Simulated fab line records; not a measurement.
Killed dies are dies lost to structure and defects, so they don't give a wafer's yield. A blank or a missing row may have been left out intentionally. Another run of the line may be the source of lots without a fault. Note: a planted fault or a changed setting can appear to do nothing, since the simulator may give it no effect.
Which tool is to blame? :: flow gf180mcu :: Sampling: 6 lots, 18 wafers, 2 of 602 route steps

## WHAT THE GAUGES READ, wafer by wafer
GF_V2_BOW_MEAS_05.
lot: L457
measured: day 19 13:34
on: film-metro-02
V2_BOW (um): 88 86 99

lot: L459
measured: day 20 12:29
on: film-metro-02
V2_BOW (um): 112 84 100

lot: L464
measured: day 22 14:42
on: film-metro-02
V2_BOW (um): 92 96 92

lot: L474
measured: day 25 18:23
on: film-metro-02
V2_BOW (um): 94 96 98

lot: L476
measured: day 26 10:08
on: film-metro-02
V2_BOW (um): 94 104 87

lot: L478
measured: day 26 22:59
on: film-metro-03
V2_BOW (um): 108 100 103

## EACH LOT AND THE TOOL THAT RAN IT (in order: tool; ch and the chambers of the sampled wafers; start)
lot: L457
GF_POLY_GATE_OXIDATION_16: furnace-01 ch 0, day 9 11:52

lot: L459
GF_POLY_GATE_OXIDATION_16: furnace-02 ch 0, day 10 02:30

lot: L464
GF_POLY_GATE_OXIDATION_16: furnace-02 ch 0, day 11 18:38

lot: L474
GF_POLY_GATE_OXIDATION_16: furnace-01 ch 0, day 14 14:31

lot: L476
GF_POLY_GATE_OXIDATION_16: furnace-02 ch 0, day 15 06:46

lot: L478
GF_POLY_GATE_OXIDATION_16: furnace-01 ch 0, day 15 22:37
- GF_POLY_GATE_OXIDATION_16: stabilise 600 s, purge 300 s, target thk 4 nm.

## THE ANSWER, worked out from the rows above alone
Rule: what is usual is taken from the lots themselves. Put in order of their means at a reading, lots are off if they are a third of the lots or fewer, leave a main group of 4 or more, and stand apart from it by a gap of 3 or more times the standard deviation of the main group's means; of several such gaps the widest counts. A main group whose means are all the same, to the digits that the tables above print for the reading, isn't used. A lot without any number at a reading at which 4 lots or more have one is off too. Where the step has rows for the other lots, those lots are counted as sound.
No lot is off on any of the readings shown, so nothing can be concluded from this.

## WHAT WAS PUT IN BY THE SIMULATOR
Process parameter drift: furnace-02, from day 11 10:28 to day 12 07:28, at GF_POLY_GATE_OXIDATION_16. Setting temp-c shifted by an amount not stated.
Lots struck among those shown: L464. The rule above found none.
